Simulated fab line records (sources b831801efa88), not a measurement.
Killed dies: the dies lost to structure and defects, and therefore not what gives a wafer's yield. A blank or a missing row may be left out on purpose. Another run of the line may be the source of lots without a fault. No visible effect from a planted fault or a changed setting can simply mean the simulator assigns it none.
The tool behind it: which one?	flow sfq_line	15 lots, 44 wafers sampled, at 1 step of a route of 325

== WHAT THE GAUGES SHOWED, per wafer ==
The record holds no reading of a measuring or inspecting step that can be judged against a usual standard deviation.

== WHICH TOOL RAN EACH LOT (tool, then ch and the chambers of the sampled wafers, then the start) ==
lot	SFQ_TRILAYER_M5_ETCH_METAL_ETCH_126
L887	rie_metal-03 ch 0,1, day 51 08:49
L888	rie_metal-04 ch 0,1, day 65 09:24
L889	rie_metal-03 ch 0,1, day 65 11:52
L891	rie_metal-01 ch 0,1, day 66 07:00
L892	rie_metal-03 ch 0, day 66 08:16
L894	rie_metal-04 ch 0,1, day 67 03:24
L895	rie_metal-04 ch 0,1, day 67 07:10
L896	rie_metal-01 ch 0,1, day 67 10:46
L897	rie_metal-04 ch 0,1, day 67 11:53
L898	rie_metal-04 ch 0,1, day 67 16:49
L900	rie_metal-04 ch 0,1, day 67 20:25
L899	rie_metal-04 ch 1, day 67 22:53
L907	rie_metal-01 ch 0,1, day 73 06:15
L908	rie_metal-04 ch 0,1, day 73 11:03
L909	rie_metal-01 ch 0,1, day 73 21:51
- SFQ_TRILAYER_M5_ETCH_METAL_ETCH_126: etches Nb in Cl2/BCl3, stops on SiO2, time 203.2 s, target depth 265 nm.

== AS READ BY THE TOOLS THEMSELVES (means over the sampled wafers that have a number; for cases with no such wafer, the mark the record gives instead) ==
SFQ_TRILAYER_M5_ETCH_METAL_ETCH_126. Usual: drypump_motor_current_A 6.0 A, standard deviation 0.49; oes_product_au 0.729 a.u., standard deviation 0.0058; run_length_s 231.25 s, standard deviation 0.25.
lot	tool	drypump_motor_current_A (A)	oes_product_au (a.u.)	run_length_s (s)	flag
L887	rie_metal-03	6.0	0.719	231.20	
L888	rie_metal-04	6.0	0.734	231.20	
L889	rie_metal-03	6.3	0.730	231.04	
L891	rie_metal-01	6.0	0.727	231.31	
L892	rie_metal-03	6.6	0.724	231.05	
L894	rie_metal-04	5.6	0.726	231.13	
L895	rie_metal-04	5.5	0.727	231.01	
L896	rie_metal-01	6.1	0.731	231.35	
L897	rie_metal-04	6.0	0.727	231.18	
L898	rie_metal-04	5.6	0.796	217.90	OFF
L900	rie_metal-04	6.0	0.787	217.90	OFF
L899	rie_metal-04	5.2	0.909	191.15	OFF
L907	rie_metal-01	6.0	0.734	231.38	
L908	rie_metal-04	5.6	0.727	231.10	
L909	rie_metal-01	6.0	0.726	231.44	

== THE ANSWER, worked out from the rows above alone ==
Rule: a lot counts as off when the mean over its wafers that have a number is more than 3 standard deviations away from the usual mean. A lot without any number at a reading at which 4 lots or more have one is off too. Where the step has rows for the other lots, those lots are counted as sound. First the gauges in route order, then the tools' own readings, where a lot's mean is used as printed above. The first step at which some lot is off is used, and at that step the reading that is off furthest; a lot without a number counts as furthest.
Off: L898, L900, L899, at SFQ_TRILAYER_M5_ETCH_METAL_ETCH_126 (run_length_s).
If a tool, at that step or one of the process steps before it, ran each lot that is off and ran no sound lot following the first of them, it fits. Not one of the candidates tried fits.

== WHAT HAD BEEN PUT IN BY THE SIMULATOR ==
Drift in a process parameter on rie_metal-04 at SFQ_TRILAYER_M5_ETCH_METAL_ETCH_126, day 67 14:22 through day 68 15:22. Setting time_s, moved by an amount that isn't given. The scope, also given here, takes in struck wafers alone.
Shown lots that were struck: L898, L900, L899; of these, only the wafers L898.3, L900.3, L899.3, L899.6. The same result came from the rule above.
